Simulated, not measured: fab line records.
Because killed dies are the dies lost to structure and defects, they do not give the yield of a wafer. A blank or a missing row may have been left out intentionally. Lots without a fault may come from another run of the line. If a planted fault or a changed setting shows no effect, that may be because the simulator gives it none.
8D (eight disciplines) problem report, filled in by code || flow gf180mcu || the parts of the form that need people (team, actions taken, sign-off) are left out

== 1. THE ISSUE ==
A mean of 1285 W is read at GF_SAB_ETCH_11 for bias w, taken on 1 wafer of 1 lot, against 1200 W (standard deviation 3.8) on wafers free of any fault. Relative to the usual mean, that is a shift of +22 standard deviations.
The step: etches SiO2 in C4F8/O2/Ar, target depth 55 nm, time 8.5 s.
First seen on wafer L896.1, day 19 13:02, on rie diel-04. Wafers with a number at this step in the record: 15, from 5 lots. By rule, "out" or "out of limits" means more than 4 standard deviations away from the usual mean. The other wafers with a number count as sound.

== 2. WHAT IT IS AND WHAT IT IS NOT ==
{"question": "which readings at this step", "is": "bias w", "is not": "oes product au"}
{"question": "which lots", "is": "L896", "is not": "L887, L892, L903, L906"}
{"question": "which wafers of those lots", "is": "L896.1", "is not": "L896.2, L896.3"}
{"question": "read on which tools", "is": "rie diel-04", "is not": "rie diel-01, rie diel-02"}
{"question": "when", "is": "from day 19 13:02", "is not": "up to then (8 sound wafers); but 6 sound wafers of L903, L906 came after"}

== 3. THE SUSPECTS, EACH WITH WHAT RULES IT OUT ==
Counting: any tool at a process step up to the reading remains a suspect provided it ran every lot that is out. Sound lots after the first of them don't rule it out here, since some wafers of a struck lot are sound.
- pecvd-01 at GF_SAB_CVD_00 (deposits SiO2 from TEOS, target thk 50 nm, time 4.9302 s): kept. The lot that is out, L896, ran on it at day 18 12:41; the last sound lot it ran before that was L892, at day 17 02:47.
- rie diel-04 at GF_SAB_ETCH_11 (etches SiO2 in C4F8/O2/Ar, target depth 55 nm, time 8.5 s): kept. The lot that is out, L896, ran on it at day 19 13:02; the last sound lot it ran before that was L892, at day 18 02:17. On those wafers its own readings are out: bias w.
- pecvd-01, GF_SAB_CVD_00: wafers that are out in chamber 2, sound lot-mates in chambers 0, 1.
- rie diel-04, GF_SAB_ETCH_11: wafers that are out in chamber 1, sound lot-mates in chambers 2, 3.
After counting, pecvd-01 at GF_SAB_CVD_00 and rie diel-04 at GF_SAB_ETCH_11 remain.

== 4. THE CAUSE (what the simulator had put in) ==
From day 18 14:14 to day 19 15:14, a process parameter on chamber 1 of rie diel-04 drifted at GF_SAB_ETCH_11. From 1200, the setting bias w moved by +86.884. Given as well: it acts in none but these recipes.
Counting left 2 suspects, and this tool is among them.

== 5. THE EFFECT CHAIN, in route order ==
Each row: a reading where the mean over the struck wafers with a number is more than 3 standard deviations away from the usual. Only readings whose record carries a usual standard deviation are examined. hours: median over the lots of the time between each lot's start at the first step of this table that gives one and its start at this step. sigmas: the change, counted in usual standard deviations.
{"hours": 0, "step": "GF_SAB_ETCH_11", "reading": "bias w", "usual": "1200 W", "on struck wafers": 1285, "change": "+85", "sigmas": "+22"}
The process steps in it:
- GF_SAB_ETCH_11: etches SiO2 in C4F8/O2/Ar, target depth 55 nm, time 8.5 s.

== 6. HOW IT WOULD HAVE BEEN CAUGHT EARLIER ==
First out-of-limits reading in this record: day 19 13:02, which is 23 hours after fault onset at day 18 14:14.
